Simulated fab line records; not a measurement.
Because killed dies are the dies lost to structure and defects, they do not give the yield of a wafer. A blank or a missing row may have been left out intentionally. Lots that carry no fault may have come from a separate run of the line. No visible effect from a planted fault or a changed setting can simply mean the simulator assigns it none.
fab line records -- flow sky130
[record] lots = 6, wafers = 18, last-day = 50
route steps=708 shown NWELL@77 PWDE@84 VT_ADJUST_HVTP@85
lots with no fault: from the same line, run without faults
start-h: start of the lot's first displayed wafer, in hours after the record's first day -- wait-h: how many hours have passed since the lot's step before this one -- " identical to the entry in the row above -- L1.1+2: a single row standing in for several wafers -- - no value, or no start given -- * or withheld: withheld -- < > ~ a bound
route shown NAME@n: NAME is a module with steps in the file, n the number in the route of the first one -- usual: mean and standard deviation over wafers with no fault -- same: alike in all rows -- chamber/n: place in a boat -- sites: per-site readings -- _std_site: the standard deviation of these -- _edge_site: inner sites' mean taken away from outer sites' mean -- radius-mm: how far each site lies from the wafer's centre -- mask NAME#n: copy n -- behind: tool/chamber where the wafer was last shaped -- hold: why the lot was held/for how many hours/how that ended -- device: transistor that didn't switch, given as n, p or np -- end of line: the route-end tests of the same wafers -- where a step has no rows: the recipe by itself -- killed: count of dies lost to structure and defects at first sort (not the wafer's yield) -- map: a wafer's dies, marking killed ones x, the rest . and places with no die _
set.NAME: the run value of the setting; set.NAME@STEP: its run value at that earlier step -- model.NAME: the simulator's own value behind a step, which no gauge read
certain route steps with their lots: each step a table, each wafer a row
services: a tool's chamber out of use, with start hour (start-h, from the record's first day; less than 0 if before it), hours out, and reason
[[steps]]
[step SKY_NWELL_IMPLANT_24]
[recipe] species = B, energy-kev = 140, dose-cm2 = 9.2e+12, tilt-deg = withheld
[step SKY_NWELL_STRIP_25]
[recipe] chemistry = O2/N2, power-w = 1400, pressure-mtorr = 1500, platen-temp-c = withheld, o2-flow-sccm = 3000, n2-flow-sccm = 300, overash-fraction = 0.5
[usual] chamber-pressure-mTorr = 1500.2/1.4, drypump-motor-current-A = 5.6/0.62, oes-product-au = 0.722/0.0045, strip-time-to-endpoint-s = 36.83/0.11
[same] overash-fraction = 0.5
lot.wafer,tool,chamber,start-h,wait-h,chamber-pressure-mTorr,drypump-motor-current-A,oes-product-au,rf-hours-counter-h,strip-time-to-endpoint-s
L630.1,plasma-asher-04,1,130.97,0.1,1501.5,4.7,0.717,44,36.81
L630.3,plasma-asher-04,0,130.97,0.1,1503.6,6.5,0.721,-,36.89
L630.6,plasma-asher-04,1,130.97,0.1,1500.3,4.7,0.722,-,36.88
L634.1,plasma-asher-04,0,160.57,0.1,1499.9,6.5,0.724,47,36.68
L634.4,plasma-asher-04,1,160.57,0.1,1496.6,4.7,0.719,-,36.63
L634.6,plasma-asher-04,1,160.57,0.1,1500.1,4.7,0.720,-,36.72
L643.1,plasma-asher-03,1,208.15,0.1,1500.4,5.3,0.722,41,36.86
L643.4,plasma-asher-03,1,208.15,0.1,1499.8,5.3,0.735,-,36.96
L643.5,plasma-asher-03,1,208.15,0.1,1498.3,5.3,0.722,-,36.85
L644.3,plasma-asher-01,1,219.90,0.1,1501.4,5.5,0.723,-,37.04
L644.4,plasma-asher-01,0,219.90,0.1,1499.8,6.1,0.710,-,36.91
L644.6,plasma-asher-01,1,219.90,0.1,1497.4,5.5,0.723,-,37.00
L645.1,plasma-asher-01,1,223.82,0.1,1500.2,5.4,0.726,8,36.77
L645.5,plasma-asher-01,1,223.82,0.1,1499.2,5.5,0.730,-,36.68
L645.6,plasma-asher-01,0,223.82,0.1,1498.9,6.1,0.718,-,36.74
L648.1,plasma-asher-04,0,240.62,0.1,1497.8,6.5,0.720,55,36.86
L648.3,plasma-asher-04,0,240.62,0.1,1501.1,6.5,0.720,-,36.74
L648.6,plasma-asher-04,1,240.62,0.1,1500.9,4.7,0.718,-,36.79
[step SKY_NWELL_TW_MEAS_26]
[usual] NWELL_2_TW = 501.2/2.8
lot.wafer,tool,chamber,start-h,wait-h,NWELL_2_TW
L630.1,film-metro-03,-,131.07,0.1,498.7
L630.3,film-metro-03,-,131.07,0.1,498.3
L630.6,film-metro-03,-,131.07,0.1,498.8
L634.1,film-metro-03,-,160.67,0.1,500.3
L634.4,film-metro-03,-,160.67,0.1,499.2
L634.6,film-metro-03,-,160.67,0.1,499.3
L643.1,film-metro-01,-,208.25,0.1,505.4
L643.4,film-metro-01,-,208.25,0.1,504.2
L643.5,film-metro-01,-,208.25,0.1,504.3
L644.3,film-metro-02,-,219.99,0.1,500.3
L644.4,film-metro-02,-,219.99,0.1,504.2
L644.6,film-metro-02,-,219.99,0.1,502.2
L645.1,film-metro-03,-,223.92,0.1,498.0
L645.5,film-metro-03,-,223.92,0.1,498.6
L645.6,film-metro-03,-,223.92,0.1,498.2
L648.1,film-metro-01,-,240.72,0.1,505.8
L648.3,film-metro-01,-,240.72,0.1,501.8
L648.6,film-metro-01,-,240.72,0.1,505.4
[step SKY_NWELL_CLEAN_27]
[recipe] chemistry = SC1/SC2, mix = 1:4:20, temp-c = 70, time-s = 150, dry = n2-spin
[step SKY_NWELL_RTA_28]
[recipe] temp-c = 1050, time-s = 30, idle-temp-c = 650, ramp-up-c-per-s = 150, ramp-down-c-per-s = 90, ambient = N2
[usual] lamp-power-pct = 25.30/0.056, wafer_temp_C_max = 1054.9/0.95
lot.wafer,tool,chamber,start-h,wait-h,lamp-power-pct,wafer_temp_C_max
L630.1,rtp-anneal-02,0,131.18,0.0,25.34,1053.4
L630.3,rtp-anneal-02,0,131.18,0.0,25.19,1053.8
L630.6,rtp-anneal-02,0,131.18,0.0,25.33,1056.9
L634.1,rtp-anneal-02,0,160.78,0.0,25.35,1056.8
L634.4,rtp-anneal-02,0,160.78,0.0,25.40,1054.7
L634.6,rtp-anneal-02,0,160.78,0.0,25.24,1054.4
L643.1,rtp-anneal-01,0,208.36,0.0,25.34,1055.0
L643.4,rtp-anneal-01,0,208.36,0.0,25.36,1054.8
L643.5,rtp-anneal-01,0,208.36,0.0,25.30,1053.8
L644.3,rtp-anneal-02,0,220.11,0.0,25.29,1055.5
L644.4,rtp-anneal-02,0,220.11,0.0,25.32,1053.8
L644.6,rtp-anneal-02,0,220.11,0.0,25.32,1056.2
L645.1,rtp-anneal-01,0,224.03,0.0,25.32,1054.1
L645.5,rtp-anneal-01,0,224.03,0.0,25.27,1055.6
L645.6,rtp-anneal-01,0,224.03,0.0,25.27,1055.3
L648.1,rtp-anneal-01,0,240.83,0.0,25.35,1055.2
L648.3,rtp-anneal-01,0,240.83,0.0,25.34,1054.2
L648.6,rtp-anneal-01,0,240.83,0.0,25.37,1055.5
[step SKY_NWELL_RS_MEAS_29]
[recipe] thk-meas-gauge = four-point-probe
[usual] NWELL_RS = 624.9/1.6
lot.wafer,tool,chamber,start-h,wait-h,NWELL_RS[ohm/sq]
L630.1,film-metro-01,-,131.28,0.1,621.6
L630.3,film-metro-01,-,131.28,0.1,624.2
L630.6,film-metro-01,-,131.28,0.1,623.9
L634.1,film-metro-01,-,160.88,0.1,624.8
L634.4,film-metro-01,-,160.88,0.1,624.9
L634.6,film-metro-01,-,160.88,0.1,624.4
L643.1,film-metro-01,-,208.46,0.1,622.1
L643.4,film-metro-01,-,208.46,0.1,621.8
L643.5,film-metro-01,-,208.46,0.1,621.6
L644.3,film-metro-01,-,220.22,0.1,626.1
L644.4,film-metro-01,-,220.22,0.1,625.9
L644.6,film-metro-01,-,220.22,0.1,626.5
L645.1,film-metro-01,-,224.13,0.1,625.9
L645.5,film-metro-01,-,224.13,0.1,624.7
L645.6,film-metro-01,-,224.13,0.1,625.8
L648.1,film-metro-02,-,240.93,0.1,625.3
L648.3,film-metro-02,-,240.93,0.1,625.4
L648.6,film-metro-02,-,240.93,0.1,626.8
[step SKY_NWELL_RS_MEAS_31]
[recipe] thk-meas-gauge = four-point-probe
[usual] PWDE_RS = 5279/18
lot.wafer,tool,chamber,start-h,wait-h,PWDE_RS[ohm/sq]
L630.1,film-metro-01,-,131.52,0.1,5282
L630.3,film-metro-01,-,131.52,0.1,5275
L630.6,film-metro-01,-,131.52,0.1,5286
L634.1,film-metro-01,-,161.12,0.1,5293
L634.4,film-metro-01,-,161.12,0.1,5254
L634.6,film-metro-01,-,161.12,0.1,5281
L643.1,film-metro-01,-,208.70,0.1,5289
L643.4,film-metro-01,-,208.70,0.1,5278
L643.5,film-metro-01,-,208.70,0.1,5297
L644.3,film-metro-01,-,220.46,0.1,5277
L644.4,film-metro-01,-,220.46,0.1,5282
L644.6,film-metro-01,-,220.46,0.1,5295
L645.1,film-metro-01,-,224.37,0.1,5297
L645.5,film-metro-01,-,224.37,0.1,5294
L645.6,film-metro-01,-,224.37,0.1,5304
L648.1,film-metro-02,-,241.17,0.1,5290
L648.3,film-metro-02,-,241.17,0.1,5301
L648.6,film-metro-02,-,241.17,0.1,5298
[step SKY_VT_ADJUST_HVTP_DEHYDRATE_00]
[recipe] temp-c = 200, time-s = 60
[step SKY_VT_ADJUST_HVTP_HMDS_01]
[recipe] prime-time-s = 60, prime-temp-c = 120
[step SKY_VT_ADJUST_HVTP_COAT_02]
[recipe] resist = NOVOLAK, spin-rpm = 3000, resist-thk-nm = 1140
[step SKY_VT_ADJUST_HVTP_SOFTBAKE_03]
[recipe] temp-c = 90, time-s = 60, resist = NOVOLAK
[step SKY_VT_ADJUST_HVTP_EXPOSE_04]
[recipe] mask-id = HVTPM, na = 0.6, source-shape = conventional, sigma-outer = 0.6, polarization = unpolarized, target-cd-nm = 380, dose-mj = 140
[usual] exposure-dose-mJ-cm2 = 139.98/0.13, focus-offset-nm = -0.1/0.56, stage-vel-mm-s = 499.93/0.25
lot.wafer,tool,chamber,start-h,wait-h,mask,exposure-dose-mJ-cm2,focus-offset-nm,stage-vel-mm-s
L630.1,iline-stepper-01,0,141.38,-,HVTPM#0,140.06,0.0,499.97
L630.3,iline-stepper-01,0,141.38,-,HVTPM#0,140.13,-0.1,499.92
L630.6,iline-stepper-01,0,141.38,-,HVTPM#0,140.01,-0.6,500.05
L634.1,iline-stepper-02,0,171.37,-,HVTPM#0,140.02,0.7,499.70
L634.4,iline-stepper-02,0,171.37,-,HVTPM#0,139.98,-0.3,499.63
L634.6,iline-stepper-02,0,171.37,-,HVTPM#0,139.90,-0.5,499.83
L643.1,iline-stepper-02,-,219.98,-,HVTPM#0,-,-,-
L643.4,iline-stepper-02,-,219.98,-,HVTPM#0,-,-,-
L643.5,iline-stepper-02,-,219.98,-,HVTPM#0,-,-,-
L644.3,iline-stepper-02,-,230.22,-,HVTPM#0,-,-,-
L644.4,iline-stepper-02,-,230.22,-,HVTPM#0,-,-,-
L644.6,iline-stepper-02,-,230.22,-,HVTPM#0,-,-,-
L645.1,iline-stepper-01,0,234.24,-,HVTPM#0,139.89,1.6,499.92
L645.5,iline-stepper-01,0,234.24,-,HVTPM#0,140.17,0.7,500.19
L645.6,iline-stepper-01,0,234.24,-,HVTPM#0,139.94,0.2,499.87
L648.1,iline-stepper-02,0,251.17,-,HVTPM#0,140.27,0.4,500.07
L648.3,iline-stepper-02,0,251.17,-,HVTPM#0,140.28,0.6,499.81
L648.6,iline-stepper-02,0,251.17,-,HVTPM#0,140.05,0.4,500.03
[step SKY_VT_ADJUST_HVTP_PEB_05]
[recipe] temp-c = withheld, time-s = *, resist = NOVOLAK
[[services]]
tool,chamber,start-h,hours,kind
iline-stepper-02,-,110.60,1.6,repair
plasma-asher-01,-,111.05,9.0,pm
plasma-asher-01,0,111.05,9.0,vent-cycle
plasma-asher-01,1,111.05,9.0,vent-cycle
plasma-asher-01,0,120.05,-,clean
plasma-asher-01,1,120.05,-,clean
plasma-asher-01,-,130.10,14.6,pm
iline-stepper-02,-,148.95,8.9,pm
plasma-asher-01,-,204.78,7.1,pm
plasma-asher-04,-,211.23,2.8,repair
plasma-asher-03,-,217.19,3.3,repair
iline-stepper-01,-,219.38,1.7,pm
iline-stepper-01,0,244.62,-,calibration
[[key]]
[first-sign] step = SKY_VT_ADJUST_HVTP_EXPOSE_04, reading = tool-record, direction = missing
effect none on later readings
met-at SKY_VT_ADJUST_HVTP_EXPOSE_04
struck-wafers L643.1,L643.4,L643.5,L644.3,L644.4,L644.6
sort-left-out L643.1,L643.4,L643.5,L644.3,L644.4,L644.6
tester-left-out L643,L644
onset-between 171.37 219.98
[fault] kind = skipped-step-whole, tool = iline-stepper-02, chamber = -, onset-h = 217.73, steps = SKY_VT_ADJUST_HVTP_EXPOSE_04, scope = struck-lots-only
// tester-left-out: of these lots the tester's yield and bins aren't shown, on N5 and GAA mostly nor the transistor test; their killed dies are dies lost to structure and defects alone, not to doping, threshold or leakage, so they don't give the yield
// sort-left-out: the simulated sort isn't trusted on such a fault, so these wafers' sort isn't shown, and their yield isn't known
